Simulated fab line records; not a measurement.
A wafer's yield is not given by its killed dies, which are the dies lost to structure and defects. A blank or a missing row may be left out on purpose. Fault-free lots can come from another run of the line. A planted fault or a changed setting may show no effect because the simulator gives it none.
fab line records	flow gf180mcu
[record] lots = 12	wafers = 36	last-day = 34
route steps=602 shown M3@410 M4@461 V4@491 PASSIVATION@587
lots that met no fault: taken from a fault-free run of the same line
start-h: hours from the record's first day to the start of the lot's first wafer shown	wait-h: time in hours since the lot's previous step	" the same as in the row above	L1.1+2: a single row standing in for several wafers	- no value, or no start was given	* or withheld: withheld	< > ~ a bound
route shown NAME@n: names a module that has steps shown in the file, with the first one's number in the route	usual: the fault-free wafers' mean and standard deviation	same: alike in all rows	chamber/n: place in a boat	sites: each site's reading	_std_site: their standard deviation	_edge_site: the outer-site mean with the inner-site mean subtracted	radius-mm: for every site, how far away it sits from the centre of the wafer	mask NAME#n: copy n	behind: the most recent tool/chamber to have shaped the wafer	hold: reason for holding the lot/hours on hold/outcome of the hold	device: which transistor (n, p or np) failed to switch	end of line: the route-end tests of the same wafers	where a step has no rows: the recipe by itself	killed: at the first sort, the dies lost to defects and structure; wafer yield is something else	map: the dies of a wafer, with x for killed, . for not killed, _ for no die there
set.NAME: the setting the step ran with; set.NAME@STEP: the setting that earlier step ran with	model.NAME: the simulator's own value behind a step, which no gauge read
route steps across a sampled set of lots; one table per step, one row per wafer
services: from which hour (start-h, from the record's first day; less than 0 if before it) a tool's chamber was out of use, for how many hours, and why
[[steps]]
[step GF_M3_SPUTTER_01]
[recipe] material = TiN	target-thk-nm = 30	power-w = 6500	time-s = 25	chamber-pressure-pa = 0.4
[usual] throttle-valve-pct = 30.0/1
lot.wafer	tool	chamber	start-h	wait-h	throttle-valve-pct
L718.1	pvd-sputter-02	-	461.88	0.1	29.0
L718.2	"	-	"	"	31.7
L718.4	"	-	"	"	29.0
L721.2	pvd-sputter-02	-	490.93	0.1	28.8
L721.3	"	-	"	"	30.7
L721.6	"	-	"	"	31.0
L722.1	pvd-sputter-02	-	498.75	0.1	30.8
L722.2	"	-	"	"	31.4
L722.5	"	-	"	"	29.1
L724.1	pvd-sputter-02	-	523.05	0.1	31.5
L724.2	"	-	"	"	30.8
L724.3	"	-	"	"	29.1
L725.1	pvd-sputter-03	-	532.19	0.1	29.1
L725.4	"	-	"	"	30.6
L725.5	"	-	"	"	28.6
L726.4	pvd-sputter-04	-	535.44	0.1	29.6
L726.5	"	-	"	"	31.6
L726.6	"	-	"	"	29.0
L729.3	pvd-sputter-04	-	562.70	0.1	31.3
L729.5	"	-	"	"	29.6
L729.6	"	-	"	"	31.5
L736.1	pvd-sputter-02	-	609.15	0.1	30.9
L736.3	"	-	"	"	29.2
L736.6	"	-	"	"	29.2
L737.3	pvd-sputter-02	-	616.30	0.1	29.3
L737.4	"	-	"	"	29.0
L737.5	"	-	"	"	28.9
L738.2	pvd-sputter-03	-	620.78	0.1	29.4
L738.4	"	-	"	"	28.6
L738.5	"	-	"	"	29.7
L739.2	pvd-sputter-04	-	629.70	0.1	29.9
L739.5	"	-	"	"	29.7
L739.6	"	-	"	"	31.8
L741.4	pvd-sputter-02	-	640.05	0.1	31.0
L741.5	"	-	"	"	31.3
L741.6	"	-	"	"	28.9
[step GF_M4_RS_MEAS_05]
[recipe] thk-meas-gauge = four-point-probe	reads = TiN_of_M4_SPUTTER_04+Ti_of_M4_SPUTTER_03+AlCu_of_M4_SPUTTER_02+TiN_of_M4_SPUTTER_01+Ti_of_M4_SPUTTER_00
[usual] M4_ALCU_RS = 0.0697/0.0007
lot.wafer	tool	chamber	start-h	wait-h	M4_ALCU_RS[ohm/sq]
L718.1	film-metro-04	-	513.87	0.0	0.0702
L718.2	"	-	"	"	0.0700
L718.4	"	-	"	"	0.0692
L721.2	film-metro-03	-	540.67	0.0	0.0695
L721.3	"	-	"	"	0.0704
L721.6	"	-	"	"	0.0696
L722.1	film-metro-03	-	548.67	0.0	0.0701
L722.2	"	-	"	"	0.0715
L722.5	"	-	"	"	0.0711
L724.1	film-metro-01	-	571.87	0.0	0.0697
L724.2	"	-	"	"	0.0687
L724.3	"	-	"	"	0.0689
L725.1	film-metro-04	-	580.09	0.0	0.0693
L725.4	"	-	"	"	0.0698
L725.5	"	-	"	"	0.0691
L726.4	film-metro-01	-	583.83	0.1	0.0701
L726.5	"	-	"	"	0.0696
L726.6	"	-	"	"	0.0692
L729.3	film-metro-04	-	608.16	0.1	0.0693
L729.5	"	-	"	"	0.0693
L729.6	"	-	"	"	0.0698
L736.1	film-metro-01	-	653.01	0.0	0.0705
L736.3	"	-	"	"	0.0693
L736.6	"	-	"	"	0.0703
L737.3	film-metro-01	-	660.41	0.1	0.0690
L737.4	"	-	"	"	0.0687
L737.5	"	-	"	"	0.0683
L738.2	film-metro-03	-	664.33	0.0	0.0698
L738.4	"	-	"	"	0.0696
L738.5	"	-	"	"	0.0704
L739.2	film-metro-04	-	672.09	0.0	0.0697
L739.5	"	-	"	"	0.0693
L739.6	"	-	"	"	0.0695
L741.4	film-metro-04	-	682.36	0.1	0.0711
L741.5	"	-	"	"	0.0707
L741.6	"	-	"	"	0.0709
[step GF_V4_OVL_MEAS_15]
[usual] V4_OVL = 4/6.1
lot.wafer	tool	chamber	start-h	wait-h	V4_OVL[nm]
L718.1	overlay-02	-	560.44	0.1	-2
L718.2	"	-	"	"	2
L718.4	"	-	"	"	0
L721.2	overlay-01	-	586.45	0.1	6
L721.3	"	-	"	"	1
L721.6	"	-	"	"	8
L722.1	overlay-02	-	594.10	0.1	-1
L722.2	"	-	"	"	7
L722.5	"	-	"	"	2
L724.1	overlay-02	-	615.14	0.1	5
L724.2	"	-	"	"	5
L724.3	"	-	"	"	0
L725.1	overlay-02	-	624.05	0.1	0
L725.4	"	-	"	"	5
L725.5	"	-	"	"	-1
L726.4	overlay-01	-	626.87	0.1	0
L726.5	"	-	"	"	1
L726.6	"	-	"	"	-2
L729.3	overlay-02	-	650.37	0.1	5
L729.5	"	-	"	"	3
L729.6	"	-	"	"	7
L736.1	overlay-02	-	693.10	0.1	0
L736.3	"	-	"	"	-2
L736.6	"	-	"	"	-3
L737.3	overlay-01	-	700.11	0.1	-2
L737.4	"	-	"	"	2
L737.5	"	-	"	"	7
L738.2	overlay-02	-	704.45	0.1	11
L738.4	"	-	"	"	8
L738.5	"	-	"	"	1
L739.2	overlay-01	-	710.85	0.1	14
L739.5	"	-	"	"	3
L739.6	"	-	"	"	21
L741.4	overlay-02	-	720.07	0.1	-2
L741.5	"	-	"	"	1
L741.6	"	-	"	"	-1
[step GF_PASSIVATION_CVD_00]
[recipe] material = SiO2	target-thk-nm = 1000	precursor = TEOS	temp-c = 400	time-s = 111.95	rf-w = 600
[usual] heater-power-w = 677/91
lot.wafer	tool	chamber	start-h	wait-h	heater-power-w
L718.1	pecvd-04	0	651.04	0.0	587
L718.2	"	1	"	"	664
L718.4	"	0	"	"	633
L721.2	pecvd-03	2	679.44	0.0	544
L721.3	"	0	"	"	684
L721.6	"	0	"	"	740
L722.1	pecvd-04	0	680.08	0.0	597
L722.2	"	2	"	"	739
L722.5	"	0	"	"	664
L724.1	pecvd-04	0	699.34	0.0	632
L724.2	"	1	"	"	676
L724.3	"	2	"	"	804
L725.1	pecvd-01	1	707.18	0.0	624
L725.4	"	0	"	"	848
L725.5	"	2	"	"	561
L726.4	pecvd-04	0	709.04	0.0	550
L726.5	"	2	"	"	782
L726.6	"	1	"	"	618
L729.3	pecvd-01	2	729.80	0.0	695
L729.5	"	0	"	"	778
L729.6	"	1	"	"	582
L736.1	pecvd-03	0	768.37	0.0	746
L736.3	"	1	"	"	780
L736.6	"	1	"	"	631
L737.3	pecvd-04	2	774.45	0.0	762
L737.4	"	2	"	"	808
L737.5	"	1	"	"	537
L738.2	pecvd-04	1	777.62	0.0	646
L738.4	"	1	"	"	684
L738.5	"	2	"	"	784
L739.2	pecvd-04	1	784.88	0.0	644
L739.5	"	1	"	"	676
L739.6	"	2	"	"	754
L741.4	pecvd-01	0	792.33	0.0	833
L741.5	"	2	"	"	667
L741.6	"	1	"	"	704
[step GF_PASSIVATION_THK_MEAS_01]
[recipe] reads = SiO2_of_PASSIVATION_CVD_00
[usual] PASSIVATION_CVD_00_THK = 992/13
lot.wafer	tool	chamber	start-h	wait-h	PASSIVATION_CVD_00_THK[nm]
L718.1	film-metro-02	-	651.12	0.0	980
L718.2	"	-	"	"	982
L718.4	"	-	"	"	986
L721.2	film-metro-04	-	679.53	0.0	997
L721.3	"	-	"	"	1005
L721.6	"	-	"	"	1009
L722.1	film-metro-04	-	680.16	0.0	988
L722.2	"	-	"	"	989
L722.5	"	-	"	"	992
L724.1	film-metro-04	-	699.42	0.0	429
L724.2	"	-	"	"	433
L724.3	"	-	"	"	446
L725.1	film-metro-01	-	707.26	0.0	969
L725.4	"	-	"	"	993
L725.5	"	-	"	"	1000
L726.4	film-metro-04	-	709.11	0.0	436
L726.5	"	-	"	"	441
L726.6	"	-	"	"	432
L729.3	film-metro-01	-	729.90	0.1	992
L729.5	"	-	"	"	996
L729.6	"	-	"	"	981
L736.1	film-metro-04	-	768.45	0.0	998
L736.3	"	-	"	"	987
L736.6	"	-	"	"	1007
L737.3	film-metro-04	-	774.55	0.1	998
L737.4	"	-	"	"	1006
L737.5	"	-	"	"	991
L738.2	film-metro-04	-	777.71	0.0	975
L738.4	"	-	"	"	992
L738.5	"	-	"	"	988
L739.2	film-metro-04	-	784.97	0.0	982
L739.5	"	-	"	"	1006
L739.6	"	-	"	"	1011
L741.4	film-metro-04	-	792.40	0.0	983
L741.5	"	-	"	"	985
L741.6	"	-	"	"	972
[step GF_PASSIVATION_ETCH_11]
[recipe] chemistry = CF4/O2	target-depth-nm = 1800	stop-on = TiN	source-w = 800	bias-w = 150	pressure-mtorr = 150	cf4-flow-sccm = 80	O2_flow_sccm = 10	time-s = 400
[usual] drypump-motor-current-A = 5.8/0.48	oes-product-au = 0.960/0.0072	throttle-valve-pct = 5.959/0.0095
lot.wafer	tool	chamber	start-h	wait-h	drypump-motor-current-A	oes-product-au	rf-hours-counter-h	throttle-valve-pct
L718.1	rie-diel-04	1	670.52	-	6.4	0.958	4	5.953
L718.2	"	3	"	"	5.2	0.955	7	5.953
L718.4	"	2	"	"	5.7	0.950	13	5.980
L721.2	rie-diel-04	1	698.18	-	6.4	0.954	5	5.975
L721.3	"	0	"	"	6.3	0.961	49	5.955
L721.6	"	1	"	"	6.4	0.968	-	5.958
L722.1	rie-diel-03	2	698.92	-	5.8	0.966	3	5.952
L722.2	"	1	"	"	5.7	0.961	16	5.962
L722.5	"	1	"	"	5.6	0.960	-	5.960
L724.1	rie-diel-01	3	717.58	-	6.2	0.765	2	5.895
L724.2	"	2	"	"	6.1	0.760	5	5.907
L724.3	"	0	"	"	5.2	0.773	16	5.899
L725.1	rie-diel-03	3	725.42	-	6.0	0.954	19	5.965
L725.4	"	1	"	"	5.7	0.965	-	5.964
L725.5	"	2	"	"	5.8	0.974	-	5.975
L726.4	rie-diel-03	2	726.88	-	5.8	0.777	-	5.903
L726.5	"	3	"	"	6.1	0.771	-	5.890
L726.6	"	1	"	"	5.7	0.774	-	5.902
L729.3	rie-diel-04	3	747.56	-	5.1	0.952	10	5.960
L729.5	"	3	"	"	5.1	0.960	-	5.977
L729.6	"	2	"	"	5.7	0.960	-	5.955
L736.1	rie-diel-04	2	784.03	-	5.7	0.959	18	5.963
L736.3	"	0	"	"	6.3	0.953	1	5.956
L736.6	"	1	"	"	6.4	0.965	-	5.970
L737.3	rie-diel-01	0	790.41	-	5.2	0.950	20	5.971
L737.4	"	1	"	"	4.7	0.958	19	5.966
L737.5	"	0	"	"	5.2	0.961	-	5.962
L738.2	rie-diel-03	3	793.12	-	6.1	0.947	22	5.959
L738.4	"	1	"	"	5.7	0.964	20	5.967
L738.5	"	2	"	"	5.8	0.966	-	5.969
L739.2	rie-diel-03	1	799.73	-	5.7	0.959	20	5.958
L739.5	"	0	"	"	5.6	0.966	-	5.958
L739.6	"	1	"	"	5.6	0.956	-	5.962
L741.4	rie-diel-03	1	806.98	-	5.7	0.953	21	5.972
L741.5	"	2	"	"	5.9	0.966	-	5.954
L741.6	"	3	"	"	6.0	0.955	-	5.957
[[services]]
tool	chamber	start-h	hours	kind
pecvd-01	-	446.38	1.0	repair
rie-diel-04	-	449.63	2.8	pm
rie-diel-03	1	459.51	6.6	repair
rie-diel-04	-	460.20	0.9	repair
rie-diel-04	3	473.04	4.6	repair
pecvd-04	0	503.15	2.6	repair
pecvd-04	-	508.51	0.8	pm
rie-diel-03	3	529.27	9.5	repair
rie-diel-03	2	578.77	13.0	repair
pvd-sputter-02	-	582.03	9.0	repair
rie-diel-04	0	603.08	8.2	repair
pecvd-04	1	629.13	15.8	repair
pecvd-04	-	649.26	1.5	repair
rie-diel-03	-	655.83	1.2	repair
rie-diel-03	0	659.62	5.5	repair
pecvd-04	-	670.19	2.4	repair
rie-diel-03	1	701.16	11.3	repair
pecvd-04	-	715.16	0.5	repair
pecvd-04	0	730.29	7.2	repair
pvd-sputter-02	-	770.04	1.9	repair
rie-diel-03	-	773.07	2.8	pm
pecvd-04	-	781.16	2.8	pm
pecvd-04	2	785.94	8.2	repair
rie-diel-04	2	789.95	1.8	repair
[[key]]
[first-sign] step = GF_PASSIVATION_THK_MEAS_01	reading = PASSIVATION_CVD_00_THK	direction = down	sigmas = 43	usual = 992	struck = 436
[effect] step = GF_PASSIVATION_ETCH_11	reading = oes-product-au	direction = down	sigmas = 26	usual = 0.960	struck = 0.770
met-at GF_PASSIVATION_CVD_00
struck-lots L724,L726
not-acting-at GF_M3_SPUTTER_01,GF_M4_RS_MEAS_05,GF_V4_OVL_MEAS_15
onset-between 680.08 699.34
[fault] kind = process-parameter-drift	tool = pecvd-04	chamber = -	onset-h = 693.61	steps = GF_PASSIVATION_CVD_00	channel = target-thk-nm	offset = -560.26	shape = step	end-h = 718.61	acts-in = these-recipes-only	stated = 1000
